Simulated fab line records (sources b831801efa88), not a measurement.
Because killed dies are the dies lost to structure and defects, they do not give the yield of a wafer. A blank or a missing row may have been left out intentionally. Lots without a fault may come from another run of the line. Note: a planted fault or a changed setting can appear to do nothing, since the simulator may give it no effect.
fab line records -- flow sky130
[record] lots = 6, wafers = 18, last_day = 50
route steps=708 shown RES_XHIGH@340 SD_N@342 SD_P@359 PAD_OPEN@708
lots untouched by any fault: they come from a run of this same line in which no faults occurred
start_h: hours from the record's opening day to when the first of the lot's shown wafers began -- wait_h: hours since the lot's step before -- " identical to the entry in the row above -- L1.1+2: a row that stands for several wafers -- - value missing, or start not given -- * or withheld: withheld -- < > ~ a bound
route shown NAME@n: names a module that has steps shown in the file, with the first one's number in the route -- usual: mean/standard deviation of fault-free wafers -- same: alike in all rows -- chamber/n: place in a boat -- sites: readings site by site -- _std_site: how widely they spread, as a standard deviation -- _edge_site: mean of outer sites minus mean of inner sites -- radius_mm: for every site, how far away it sits from the centre of the wafer -- mask NAME#n: copy n -- behind: the tool/chamber that last shaped the wafer -- hold: the reason the lot was held/the length of the hold in hours/how it ended -- device: the n, p or np transistor that did not switch -- end of line: the same wafers' tests at the end of the route -- a step given without rows: its recipe and nothing more -- killed: not the wafer's yield, but the dies lost to structure and defects at the first sort -- map: shows each die of a wafer: x if killed, . if not, _ if none is there
set.NAME: the setting that was run; set.NAME@STEP: the one run at that earlier step -- model.NAME: the simulator's own value behind a step, which no gauge read
certain route steps with their lots: each step a table, each wafer a row
services: a tool's chamber out of use, with start hour (start_h, from the record's first day; less than 0 if before it), hours out, and reason
[[steps]]
[step SKY_RES_XHIGH_STRIP_08]
[recipe] chemistry = O2/N2, power_w = 1400, pressure_mtorr = 1500, platen_temp_c = withheld, o2_flow_sccm = 3000, n2_flow_sccm = 300, overash_fraction = 0.5
[usual] drypump_motor_current_A = 5.6/0.36, oes_product_au = 0.710/0.0044, strip_time_to_endpoint_s = 14.28/0.049
[same] overash_fraction = 0.5
lot.wafer,tool,chamber,start_h,wait_h,drypump_motor_current_A,oes_product_au,rf_hours_counter_h,strip_time_to_endpoint_s
L229.4,plasma_asher-02,0,644.37,0.1,6.4,0.709,-,14.31
L229.5,plasma_asher-02,0,644.37,0.1,6.4,0.710,-,14.32
L229.6,plasma_asher-02,1,644.37,0.1,5.4,0.716,-,14.31
L231.1,plasma_asher-04,1,656.68,0.1,5.8,0.716,82,14.23
L231.2,plasma_asher-04,0,656.68,0.1,5.4,0.715,82,14.27
L231.3,plasma_asher-04,0,656.68,0.1,5.4,0.705,-,14.23
L235.1,plasma_asher-04,0,693.46,0.1,5.4,0.710,86,14.37
L235.5,plasma_asher-04,1,693.46,0.1,5.8,0.704,-,14.33
L235.6,plasma_asher-04,0,693.46,0.1,5.4,0.709,-,14.31
L238.1,plasma_asher-02,1,729.58,0.1,5.4,0.714,103,14.27
L238.5,plasma_asher-02,0,729.58,0.1,6.3,0.712,-,14.26
L238.6,plasma_asher-02,1,729.58,0.1,5.4,0.709,-,14.22
L248.1,plasma_asher-01,0,783.13,0.1,5.3,0.706,67,14.37
L248.2,plasma_asher-01,1,783.13,0.1,5.4,0.708,67,14.32
L248.3,plasma_asher-01,1,783.13,0.1,5.3,0.715,-,14.34
L249.3,plasma_asher-01,0,789.10,0.1,5.4,0.708,-,14.33
L249.5,plasma_asher-01,1,789.10,0.1,5.3,0.711,-,14.31
L249.6,plasma_asher-01,0,789.10,0.1,5.4,0.711,-,14.34
[step SKY_RES_XHIGH_TW_MEAS_09]
[usual] RES_XHIGH_TW = 1612/8.5
lot.wafer,tool,chamber,start_h,wait_h,RES_XHIGH_TW
L229.4,film_metro-02,-,644.47,0.1,1608
L229.5,film_metro-02,-,644.47,0.1,1611
L229.6,film_metro-02,-,644.47,0.1,1606
L231.1,film_metro-01,-,656.78,0.1,1620
L231.2,film_metro-01,-,656.78,0.1,1623
L231.3,film_metro-01,-,656.78,0.1,1619
L235.1,film_metro-01,-,693.56,0.1,1616
L235.5,film_metro-01,-,693.56,0.1,1618
L235.6,film_metro-01,-,693.56,0.1,1611
L238.1,film_metro-02,-,729.68,0.1,1605
L238.5,film_metro-02,-,729.68,0.1,1613
L238.6,film_metro-02,-,729.68,0.1,1605
L248.1,film_metro-02,-,783.23,0.1,1608
L248.2,film_metro-02,-,783.23,0.1,1611
L248.3,film_metro-02,-,783.23,0.1,1615
L249.3,film_metro-01,-,789.18,0.1,1605
L249.5,film_metro-01,-,789.18,0.1,1610
L249.6,film_metro-01,-,789.18,0.1,1608
[step SKY_SD_N_DEHYDRATE_00]
[recipe] temp_c = 200, time_s = 60
[step SKY_SD_N_HMDS_01]
[recipe] prime_time_s = 60, prime_temp_c = 120
[step SKY_SD_N_COAT_02]
[recipe] resist = NOVOLAK, spin_rpm = 3000, resist_thk_nm = 1140
[step SKY_SD_N_SOFTBAKE_03]
[recipe] temp_c = 90, time_s = 60, resist = NOVOLAK
[step SKY_SD_N_EXPOSE_04]
[recipe] mask_id = NSDM, na = 0.6, source_shape = conventional, sigma_outer = 0.6, polarization = unpolarized, target_cd_nm = 380, dose_mj = 141
[step SKY_SD_N_PEB_05]
[recipe] temp_c = withheld, time_s = *, resist = NOVOLAK
[step SKY_SD_N_DEVELOP_06]
[recipe] resist = NOVOLAK, developer = TMAH, develop_time_s = 60, dev_temp_c = 23
[step SKY_SD_N_CD_MEAS_07]
[recipe] target_cd_nm = 380
[usual] cd_nm = 380.2/2.1
lot.wafer,tool,chamber,start_h,wait_h,cd_nm
L229.4,cd_sem-01,-,672.62,0.1,379.0
L229.5,cd_sem-01,-,672.62,0.1,378.4
L229.6,cd_sem-01,-,672.62,0.1,377.7
L231.1,cd_sem-01,-,685.18,0.1,379.7
L231.2,cd_sem-01,-,685.18,0.1,381.5
L231.3,cd_sem-01,-,685.18,0.1,380.2
L235.1,cd_sem-02,-,721.06,0.1,379.1
L235.5,cd_sem-02,-,721.06,0.1,379.2
L235.6,cd_sem-02,-,721.06,0.1,378.4
L238.1,cd_sem-01,-,756.31,0.1,378.8
L238.5,cd_sem-01,-,756.31,0.1,377.9
L238.6,cd_sem-01,-,756.31,0.1,381.3
L248.1,cd_sem-01,-,810.38,0.1,381.0
L248.2,cd_sem-01,-,810.38,0.1,379.7
L248.3,cd_sem-01,-,810.38,0.1,381.0
L249.3,cd_sem-02,-,814.85,0.1,377.9
L249.5,cd_sem-02,-,814.85,0.1,381.3
L249.6,cd_sem-02,-,814.85,0.1,379.9
[step SKY_SD_N_OVL_MEAS_08]
[usual] SD_N_OVL = 0.1/1.5
lot.wafer,tool,chamber,start_h,wait_h,SD_N_OVL[nm]
L229.4,overlay-01,-,672.70,0.1,-0.6
L229.5,overlay-01,-,672.70,0.1,-1.5
L229.6,overlay-01,-,672.70,0.1,-1.8
L231.1,overlay-01,-,685.30,0.1,-2.6
L231.2,overlay-01,-,685.30,0.1,-1.6
L231.3,overlay-01,-,685.30,0.1,-3.5
L235.1,overlay-02,-,721.18,0.1,1.1
L235.5,overlay-02,-,721.18,0.1,1.1
L235.6,overlay-02,-,721.18,0.1,2.4
L238.1,overlay-02,-,756.43,0.1,0.9
L238.5,overlay-02,-,756.43,0.1,1.9
L238.6,overlay-02,-,756.43,0.1,3.3
L248.1,overlay-01,-,810.50,0.1,0.1
L248.2,overlay-01,-,810.50,0.1,-1.6
L248.3,overlay-01,-,810.50,0.1,0.4
L249.3,overlay-01,-,814.95,0.1,-1.0
L249.5,overlay-01,-,814.95,0.1,-1.9
L249.6,overlay-01,-,814.95,0.1,-1.0
[step SKY_SD_N_IMPLANT_09]
[recipe] species = As, energy_kev = 50, dose_cm2 = 4e+15, tilt_deg = 0
[step SKY_SD_N_IMPLANT_10]
[recipe] species = P, energy_kev = 20, dose_cm2 = 1e+14, tilt_deg = 0
[usual] dose_ions_cm2 = 9.996e+13/1.1e+11, end_station_pressure_torr = 5.36e-06/2.9e-07, faraday_current_uA = 534/33
lot.wafer,tool,chamber,start_h,wait_h,dose_ions_cm2,end_station_pressure_torr,faraday_current_uA
L229.4,implanter-02,0,672.95,0.1,9.989e+13,5.01e-06,559
L229.5,implanter-02,0,672.95,0.1,9.986e+13,5.28e-06,558
L229.6,implanter-02,0,672.95,0.1,9.988e+13,5.39e-06,541
L231.1,implanter-01,0,685.49,0.1,1.0005e+14,5.44e-06,495
L231.2,implanter-01,0,685.49,0.1,9.995e+13,5.46e-06,499
L231.3,implanter-01,0,685.49,0.1,9.987e+13,5.07e-06,492
L235.1,implanter-04,0,721.37,0.1,9.989e+13,4.97e-06,565
L235.5,implanter-04,0,721.37,0.1,1e+14,5.68e-06,566
L235.6,implanter-04,0,721.37,0.1,9.989e+13,5.79e-06,561
L238.1,implanter-04,0,756.62,0.1,9.98e+13,5.65e-06,582
L238.5,implanter-04,0,756.62,0.1,1.0005e+14,5.54e-06,556
L238.6,implanter-04,0,756.62,0.1,9.992e+13,5.63e-06,563
L248.1,implanter-01,0,810.69,0.1,3.672e+13,5.02e-06,202
L248.2,implanter-01,0,810.69,0.1,3.668e+13,5.06e-06,201
L248.3,implanter-01,0,810.69,0.1,3.67e+13,5.24e-06,212
L249.3,implanter-01,0,815.17,0.1,3.668e+13,5.03e-06,207
L249.5,implanter-01,0,815.17,0.1,3.679e+13,4.93e-06,198
L249.6,implanter-01,0,815.17,0.1,3.679e+13,5.07e-06,214
[step SKY_SD_N_STRIP_11]
[recipe] chemistry = O2/N2, power_w = 1400, pressure_mtorr = 1500, platen_temp_c = withheld, o2_flow_sccm = 3000, n2_flow_sccm = 300, overash_fraction = 0.5
[usual] drypump_motor_current_A = 5.5/0.36, oes_product_au = 0.527/0.0044, strip_time_to_endpoint_s = 22.54/0.043
[same] overash_fraction = 0.5
lot.wafer,tool,chamber,start_h,wait_h,drypump_motor_current_A,oes_product_au,rf_hours_counter_h,strip_time_to_endpoint_s
L229.4,plasma_asher-03,1,673.05,0.1,5.4,0.536,-,22.50
L229.5,plasma_asher-03,1,673.05,0.1,5.4,0.521,-,22.48
L229.6,plasma_asher-03,0,673.05,0.1,5.3,0.523,-,22.50
L231.1,plasma_asher-03,0,685.64,0.1,5.2,0.524,25,22.56
L231.2,plasma_asher-03,1,685.64,0.1,5.4,0.527,25,22.59
L231.3,plasma_asher-03,0,685.64,0.1,5.3,0.526,-,22.61
L235.1,plasma_asher-02,1,721.52,0.1,5.4,0.531,102,22.51
L235.5,plasma_asher-02,1,721.52,0.1,5.4,0.525,-,22.49
L235.6,plasma_asher-02,0,721.52,0.1,6.4,0.519,-,22.52
L238.1,plasma_asher-02,0,756.77,0.1,6.4,0.531,1,22.53
L238.5,plasma_asher-02,0,756.77,0.1,6.4,0.521,-,22.56
L238.6,plasma_asher-02,1,756.77,0.1,5.4,0.522,-,22.54
L248.1,plasma_asher-02,1,810.84,0.1,5.4,0.521,7,22.49
L248.2,plasma_asher-02,0,810.84,0.1,6.4,0.525,7,22.46
L248.3,plasma_asher-02,0,810.84,0.1,6.4,0.530,-,22.52
L249.3,plasma_asher-02,0,815.30,0.1,6.3,0.531,-,22.53
L249.5,plasma_asher-02,1,815.30,0.1,5.4,0.528,-,22.50
L249.6,plasma_asher-02,0,815.30,0.1,6.4,0.521,-,22.49
[step SKY_SD_N_TW_MEAS_12]
[usual] SD_N_TW = 3922/24
lot.wafer,tool,chamber,start_h,wait_h,SD_N_TW
L229.4,film_metro-04,-,673.15,0.1,3941
L229.5,film_metro-04,-,673.15,0.1,3967
L229.6,film_metro-04,-,673.15,0.1,3964
L231.1,film_metro-02,-,685.74,0.1,3912
L231.2,film_metro-02,-,685.74,0.1,3915
L231.3,film_metro-02,-,685.74,0.1,3909
L235.1,film_metro-01,-,721.62,0.1,3914
L235.5,film_metro-01,-,721.62,0.1,3922
L235.6,film_metro-01,-,721.62,0.1,3939
L238.1,film_metro-02,-,756.87,0.1,3910
L238.5,film_metro-02,-,756.87,0.1,3894
L238.6,film_metro-02,-,756.87,0.1,3885
L248.1,film_metro-02,-,810.94,0.1,3920
L248.2,film_metro-02,-,810.94,0.1,3903
L248.3,film_metro-02,-,810.94,0.1,3898
L249.3,film_metro-02,-,815.39,0.1,3899
L249.5,film_metro-02,-,815.39,0.1,3903
L249.6,film_metro-02,-,815.39,0.1,3890
[step SKY_SD_N_CLEAN_13]
[recipe] chemistry = SC1/SC2, mix = 1:4:20, temp_c = 70, time_s = 150, dry = n2_spin
[step SKY_SD_N_RTA_14]
[recipe] temp_c = 1075, time_s = 2, idle_temp_c = 650, ramp_up_c_per_s = 150, ramp_down_c_per_s = 90, ambient = N2
[usual] chamber_o2_ppm = 2.002/0.021, lamp_power_pct = 15.73/0.05, wafer_temp_C_max = 1078.0/1.2
lot.wafer,tool,chamber,start_h,wait_h,chamber_o2_ppm,lamp_power_pct,wafer_temp_C_max
L229.4,rtp_anneal-02,0,673.26,0.0,2.023,15.76,1076.4
L229.5,rtp_anneal-02,0,673.26,0.0,2.000,15.88,1076.9
L229.6,rtp_anneal-02,0,673.26,0.0,1.989,15.62,1078.0
L231.1,rtp_anneal-02,0,685.85,0.0,2.025,15.83,1076.7
L231.2,rtp_anneal-02,0,685.85,0.0,2.010,15.75,1078.7
L231.3,rtp_anneal-02,0,685.85,0.0,2.030,15.78,1079.1
L235.1,rtp_anneal-02,0,721.73,0.0,2.024,15.76,1078.1
L235.5,rtp_anneal-02,0,721.73,0.0,2.001,15.77,1079.2
L235.6,rtp_anneal-02,0,721.73,0.0,1.987,15.79,1078.0
L238.1,rtp_anneal-01,0,756.98,0.0,2.014,15.79,1079.1
L238.5,rtp_anneal-01,0,756.98,0.0,1.955,15.73,1076.8
L238.6,rtp_anneal-01,0,756.98,0.0,1.973,15.76,1074.8
L248.1,rtp_anneal-01,0,811.05,0.0,2.009,15.73,1080.1
L248.2,rtp_anneal-01,0,811.05,0.0,2.026,15.73,1078.2
L248.3,rtp_anneal-01,0,811.05,0.0,2.008,15.67,1078.1
L249.3,rtp_anneal-01,0,815.50,0.0,2.007,15.76,1078.0
L249.5,rtp_anneal-01,0,815.50,0.0,2.030,15.73,1079.4
L249.6,rtp_anneal-01,0,815.50,0.0,1.991,15.71,1077.5
[step SKY_SD_N_RS_MEAS_16]
[recipe] thk_meas_gauge = four-point-probe
[usual] SD_N_RS = 68.63/0.1
lot.wafer,tool,chamber,start_h,wait_h,SD_N_RS[ohm/sq]
L229.4,film_metro-02,-,673.46,0.1,68.63
L229.5,film_metro-02,-,673.46,0.1,68.56
L229.6,film_metro-02,-,673.46,0.1,68.62
L231.1,film_metro-01,-,686.02,0.1,68.64
L231.2,film_metro-01,-,686.02,0.1,68.54
L231.3,film_metro-01,-,686.02,0.1,68.59
L235.1,film_metro-04,-,721.90,0.1,68.52
L235.5,film_metro-04,-,721.90,0.1,68.51
L235.6,film_metro-04,-,721.90,0.1,68.68
L238.1,film_metro-04,-,757.16,0.1,68.53
L238.5,film_metro-04,-,757.16,0.1,68.45
L238.6,film_metro-04,-,757.16,0.1,68.59
L248.1,film_metro-01,-,811.22,0.1,70.13
L248.2,film_metro-01,-,811.22,0.1,70.09
L248.3,film_metro-01,-,811.22,0.1,69.92
L249.3,film_metro-01,-,815.69,0.1,70.18
L249.5,film_metro-01,-,815.69,0.1,69.97
L249.6,film_metro-01,-,815.69,0.1,70.21
[step SKY_SD_N_RS_MEAS_17]
[recipe] thk_meas_gauge = four-point-probe
[usual] SD_P_RS = 147.3/0.31
lot.wafer,tool,chamber,start_h,wait_h,SD_P_RS[ohm/sq]
L229.4,film_metro-02,-,673.58,0.1,147.2
L229.5,film_metro-02,-,673.58,0.1,147.0
L229.6,film_metro-02,-,673.58,0.1,147.1
L231.1,film_metro-01,-,686.14,0.1,146.9
L231.2,film_metro-01,-,686.14,0.1,147.5
L231.3,film_metro-01,-,686.14,0.1,147.8
L235.1,film_metro-04,-,722.02,0.1,147.1
L235.5,film_metro-04,-,722.02,0.1,147.1
L235.6,film_metro-04,-,722.02,0.1,146.6
L238.1,film_metro-04,-,757.28,0.1,146.8
L238.5,film_metro-04,-,757.28,0.1,146.9
L238.6,film_metro-04,-,757.28,0.1,146.8
L248.1,film_metro-01,-,811.34,0.1,147.4
L248.2,film_metro-01,-,811.34,0.1,147.0
L248.3,film_metro-01,-,811.34,0.1,147.3
L249.3,film_metro-01,-,815.81,0.1,147.4
L249.5,film_metro-01,-,815.81,0.1,147.3
L249.6,film_metro-01,-,815.81,0.1,148.0
[step SKY_PAD_OPEN_PROBE_99]
[usual] killed_at_M0_to_M3 = 43/7.4, killed_at_M4_up = 3.3/2, killed_at_contacts = 24/5.4, killed_at_front_end = 16/4.2, killed_dies = 87/9.4, killed_open = 47/7.3, killed_short = 40/6.7
[same] gross_dies = 492, killed_at_back_side = 0, killed_at_other = 0
lot.wafer,tool,chamber,start_h,wait_h,killed_at_M0_to_M3,killed_at_M4_up,killed_at_contacts,killed_at_front_end,killed_dies,killed_open,killed_short
L229.4,prober-02,-,1096.00,0.2,44,2,23,17,86,43,43
L229.5,prober-02,-,1096.05,0.2,48,5,18,13,84,43,41
L229.6,prober-02,-,1096.10,0.2,45,6,25,18,94,52,42
L231.1,prober-01,-,1104.13,0.1,50,5,16,11,82,45,37
L231.2,prober-01,-,1104.18,0.1,38,6,15,18,77,43,34
L231.3,prober-01,-,1104.23,0.2,32,4,40,18,94,54,40
L235.1,prober-01,-,1133.05,0.1,48,3,20,20,91,42,49
L235.5,prober-01,-,1133.25,0.2,54,3,22,18,97,58,38
L235.6,prober-01,-,1133.30,0.2,52,3,22,13,90,50,40
L238.1,prober-02,-,1155.38,0.1,43,1,28,16,88,48,40
L238.5,prober-02,-,1155.58,0.2,32,4,29,12,77,42,35
L238.6,prober-02,-,1155.63,0.2,53,3,22,11,89,46,43
L248.1,prober-01,-,1192.03,0.1,47,1,19,23,90,56,34
L248.2,prober-01,-,1192.08,0.1,41,5,23,17,86,49,37
L248.3,prober-01,-,1192.13,0.2,39,4,19,8,70,45,25
L249.3,prober-01,-,1193.84,0.2,36,3,26,13,78,38,39
L249.5,prober-01,-,1193.94,0.2,30,1,21,12,64,31,33
L249.6,prober-01,-,1193.99,0.2,34,1,31,22,88,45,43
// killed by level:class
L229.4 VIA1:geometric_particle:open=8 CONTACT:geometric_particle:open=7 VIA1:geometric_particle:short=7 METAL1:geometric_particle:short=6 VIA2:geometric_particle:open=5 FIELD_ISO:geometric_particle:short=4 LI_CONTACT:geometric_particle:open=4 LOCAL_INTERCONNECT:geometric_particle:short=4
L229.5 VIA1:geometric_particle:open=10 CONTACT:geometric_particle:open=9 METAL2:geometric_particle:short=7 METAL1:geometric_particle:short=7 VIA3:geometric_particle:open=6 VIA2:geometric_particle:short=5 VIA2:geometric_particle:open=5 LI_CONTACT:geometric_particle:open=5
L229.6 LI_CONTACT:geometric_particle:open=11 VIA1:geometric_particle:open=9 CONTACT:geometric_particle:open=7 POLY_GATE:geometric_particle:short=6 VIA2:geometric_particle:open=6 METAL1:geometric_particle:short=6 FIELD_ISO:geometric_particle:short=5 VIA3:geometric_particle:open=5
L231.1 VIA1:geometric_particle:open=10 METAL1:geometric_particle:short=7 CONTACT:geometric_particle:open=7 VIA2:geometric_particle:open=7 VIA1:geometric_particle:short=6 POLY_GATE:geometric_particle:open=4 LI_CONTACT:geometric_particle:open=4 VIA3:geometric_particle:open=4
L231.2 VIA2:geometric_particle:open=9 VIA1:geometric_particle:open=8 FIELD_ISO:geometric_particle:open=6 POLY_GATE:geometric_particle:short=6 METAL1:geometric_particle:short=6 CONTACT:geometric_particle:open=5 VIA2:geometric_particle:short=5 FIELD_ISO:geometric_particle:short=4
L231.3 CONTACT:geometric_particle:open=19 VIA1:geometric_particle:open=12 CONTACT:geometric_particle:short=9 FIELD_ISO:geometric_particle:short=7 POLY_GATE:geometric_particle:open=5 LI_CONTACT:geometric_particle:open=5 METAL1:geometric_particle:short=5 LI_CONTACT:geometric_particle:short=4
L235.1 VIA1:geometric_particle:open=11 METAL2:geometric_particle:short=10 LOCAL_INTERCONNECT:geometric_particle:short=7 POLY_GATE:geometric_particle:short=6 CONTACT:geometric_particle:short=5 VIA1:geometric_particle:short=5 VIA3:geometric_particle:open=5 VIA2:geometric_particle:open=5
L235.5 VIA1:geometric_particle:open=16 CONTACT:geometric_particle:open=10 VIA3:geometric_particle:open=6 VIA1:geometric_particle:short=6 METAL2:geometric_particle:short=6 VIA2:geometric_particle:open=6 FIELD_ISO:geometric_particle:open=5 POLY_GATE:geometric_particle:open=5
L235.6 VIA1:geometric_particle:open=16 CONTACT:geometric_particle:open=9 VIA3:geometric_particle:short=7 METAL1:geometric_particle:short=6 METAL2:geometric_particle:short=5 LI_CONTACT:geometric_particle:open=5 METAL1:geometric_particle:open=4 SPACER:geometric_particle:short=4
L238.1 VIA3:geometric_particle:open=10 LOCAL_INTERCONNECT:geometric_particle:short=9 VIA1:geometric_particle:open=9 FIELD_ISO:geometric_particle:short=7 LI_CONTACT:geometric_particle:open=7 CONTACT:geometric_particle:open=6 METAL2:geometric_particle:short=5 VIA2:geometric_particle:open=4
L238.5 CONTACT:geometric_particle:open=11 LI_CONTACT:geometric_particle:open=6 VIA3:geometric_particle:open=6 FIELD_ISO:geometric_particle:short=5 LI_CONTACT:geometric_particle:short=5 VIA2:geometric_particle:open=5 CONTACT:geometric_particle:short=4 METAL2:geometric_particle:short=4
L238.6 VIA1:geometric_particle:open=11 VIA2:geometric_particle:open=8 LI_CONTACT:geometric_particle:open=7 VIA1:geometric_particle:short=7 METAL2:geometric_particle:short=7 VIA3:geometric_particle:open=6 VIA3:geometric_particle:short=5 POLY_GATE:geometric_particle:open=4
L248.1 VIA1:geometric_particle:open=15 VIA2:geometric_particle:open=8 CONTACT:geometric_particle:open=7 FIELD_ISO:geometric_particle:short=6 POLY_GATE:geometric_particle:open=6 VIA1:geometric_particle:short=6 FIELD_ISO:geometric_particle:open=5 LI_CONTACT:geometric_particle:open=5
L248.2 VIA1:geometric_particle:open=8 VIA2:geometric_particle:open=7 CONTACT:geometric_particle:open=6 CONTACT:geometric_particle:short=6 METAL2:geometric_particle:short=6 POLY_GATE:geometric_particle:short=5 POLY_GATE:geometric_particle:open=5 LOCAL_INTERCONNECT:geometric_particle:short=5
L248.3 VIA2:geometric_particle:open=10 CONTACT:geometric_particle:open=8 VIA1:geometric_particle:open=8 VIA3:geometric_particle:open=5 LI_CONTACT:geometric_particle:open=5 CONTACT:geometric_particle:short=4 VIA1:geometric_particle:short=3 METAL2:geometric_particle:open=3
L249.3 CONTACT:geometric_particle:open=13 VIA1:geometric_particle:open=7 CONTACT:geometric_particle:short=6 METAL1:geometric_particle:short=5 METAL2:geometric_particle:short=5 FIELD_ISO:geometric_particle:short=4 LOCAL_INTERCONNECT:geometric_particle:short=4 VIA2:geometric_particle:short=4
L249.5 VIA2:geometric_particle:open=7 VIA1:geometric_particle:open=6 LOCAL_INTERCONNECT:geometric_particle:short=5 FIELD_ISO:geometric_particle:short=4 CONTACT:geometric_particle:open=4 VIA1:geometric_particle:short=4 METAL2:geometric_particle:short=4 POLY_GATE:geometric_particle:open=3
L249.6 CONTACT:geometric_particle:open=17 FIELD_ISO:geometric_particle:short=9 VIA3:geometric_particle:open=7 VIA1:geometric_particle:open=7 LOCAL_INTERCONNECT:geometric_particle:short=5 CONTACT:geometric_particle:short=5 METAL1:geometric_particle:short=5 POLY_GATE:geometric_particle:open=4
[[services]]
tool,chamber,start_h,hours,kind
implanter-02,-,640.31,12.2,pm
plasma_asher-01,-,665.34,1.1,repair
plasma_asher-04,-,669.09,1.5,repair
implanter-02,-,684.53,4.3,repair
implanter-04,-,685.81,2.6,repair
implanter-04,-,708.64,2.4,repair
plasma_asher-03,-,719.11,4.5,repair
plasma_asher-02,-,733.75,9.0,pm
plasma_asher-02,0,733.75,9.0,vent_cycle
plasma_asher-02,1,733.75,9.0,vent_cycle
plasma_asher-02,0,742.75,-,clean
plasma_asher-02,1,742.75,-,clean
plasma_asher-04,-,779.48,10.0,repair
[[key]]
[first_sign] step = SKY_SD_N_IMPLANT_10, reading = dose_ions_cm2, direction = down, sigmas = 99+, usual = *, struck = *
[effect] step = SKY_SD_N_IMPLANT_10, reading = faraday_current_uA, direction = down, sigmas = 9.8, usual = 534, struck = 206
[effect] step = SKY_SD_N_RS_MEAS_16, reading = SD_N_RS, direction = up, sigmas = 14, usual = 68.63, struck = 70.08
met_at SKY_SD_N_IMPLANT_10
struck_wafers L248.1,L248.2,L248.3,L249.3,L249.5,L249.6
tester_left_out L248,L249
onset_between 685.49 810.69
[fault] kind = process_parameter_drift, tool = implanter-01, chamber = -, onset_h = 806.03, steps = SKY_SD_N_IMPLANT_10, channel = dose_cm2, offset = *, shape = step, end_h = 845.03, acts_in = *, stated = *
// tester_left_out: of these lots the tester's yield and bins aren't shown, on N5 and GAA mostly nor the transistor test; their killed dies are dies lost to structure and defects alone, not to doping, threshold or leakage, so they don't give the yield
